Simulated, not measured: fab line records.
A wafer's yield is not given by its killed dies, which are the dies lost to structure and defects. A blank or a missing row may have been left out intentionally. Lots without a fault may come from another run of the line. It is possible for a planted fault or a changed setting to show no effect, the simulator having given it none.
2 desks, one fault :: flow sky130 :: numbers are kept per desk, each desk with only its own; the story behind them comes last

## AT THE METROLOGY DESK
What the gauges read, lot by lot, whatever tool the lot ran on: means of the sampled wafers that have a number. If a lot's mean is further than 4 standard deviations from the usual mean, the lot is out of limits and carries the mark OUT (the distance appears in the brackets).
Columns: A = SD_P_TW at SKY_SD_P_TW_MEAS_11, usual 2826; B = LI_CONTACT_BOW at SKY_LI_CONTACT_BOW_MEAS_03, usual 57 um; C = cd_nm at SKY_LI_CONTACT_CD_MEAS_12, usual 170.3 nm; D = LOCAL_INTERCONNECT_TIN_RS at SKY_LOCAL_INTERCONNECT_RS_MEAS_01, usual 14.10 ohm/sq; E = LOCAL_INTERCONNECT_TIN_THK at SKY_LOCAL_INTERCONNECT_THK_MEAS_02, usual 100.7 nm
lot: L446
first seen here: day 26 09:13
A: 2836
B: 54
C: 171.9
D: 13.97
E: 101.3

lot: L447
first seen here: day 27 06:59
A: 2851
B: 52
C: 171.0
D: 13.88
E: 101.9

lot: L450
first seen here: day 28 09:55
A: 2799
B: 51
C: 169.7
D: 14.33
E: 98.9

lot: L454
first seen here: day 29 07:11
A: 2828
B: 57
C: 170.2
D: 15.46 (+7.2) OUT
E: 93.7 (-5.0) OUT

lot: L455
first seen here: day 29 13:50
A: 2786
B: 58
C: 169.9
D: 14.84
E: 96.7

lot: L457
first seen here: day 30 17:08
A: 2817
B: 62
C: 173.3
D: 14.08
E: 101.2

lot: L456
first seen here: day 30 18:31
A: 2823
B: 55
C: 169.9
D: 13.95
E: 101.9

lot: L458
first seen here: day 31 03:47
A: 2859
B: 56
C: 169.3
D: 14.23
E: 99.6

lot: L460
first seen here: day 31 10:01
A: 2850
B: 61
C: 170.7
D: 13.94
E: 101.9

lot: L464
first seen here: day 32 13:02
A: 2865
B: 61
C: 168.7
D: 13.98
E: 100.8

lot: L465
first seen here: day 33 06:10
A: 2807
B: 55
C: 169.0
D: 14.15
E: 100.3
Finding of this desk: L454 out of limits, first seen on L454 at day 32 18:49 (LOCAL_INTERCONNECT_TIN_RS at SKY_LOCAL_INTERCONNECT_RS_MEAS_01). In limits: L446, L447, L450, L455, L457, L456, L458, L460, L464, L465.

## FOR THE TOOL OWNER'S DESK: pvd_sputter-03
The tool's own readings at SKY_LOCAL_INTERCONNECT_SPUTTER_00 (material TiN, target thk 100 nm, time 83.3 s): means of the sampled wafers that have a number, for each lot that ran on this tool. If a lot's mean is further than 4 standard deviations from the usual mean, the lot is out of limits and carries the mark OUT (the distance appears in the brackets).
Columns: A = throttle_valve_pct at SKY_LOCAL_INTERCONNECT_SPUTTER_00, usual 30.0 %
lot: L450
first seen here: day 31 23:11
A: 29.5

lot: L454
first seen here: day 32 18:44
A: 30.0

lot: L455
first seen here: day 33 02:54
A: 30.1
This desk's finding: nothing out of limits on any of the 3 lots.

## PUT TOGETHER
The metrology desk could have raised an alarm at day 32 18:49, on L454.
The tool owner's desk saw nothing out of limits.
Tool owner's desk: L454 on record, inside its limits.
On pvd_sputter-03, each named lot ran SKY_LOCAL_INTERCONNECT_SPUTTER_00.

## WHAT THE SIMULATOR HAD PUT IN
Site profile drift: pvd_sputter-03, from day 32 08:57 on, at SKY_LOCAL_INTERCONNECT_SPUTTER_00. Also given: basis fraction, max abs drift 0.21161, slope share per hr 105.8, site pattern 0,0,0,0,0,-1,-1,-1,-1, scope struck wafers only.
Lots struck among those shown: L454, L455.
Per desk, hours elapsed from the start of the fault to the first reading out of limits: for the metrology desk, 10.
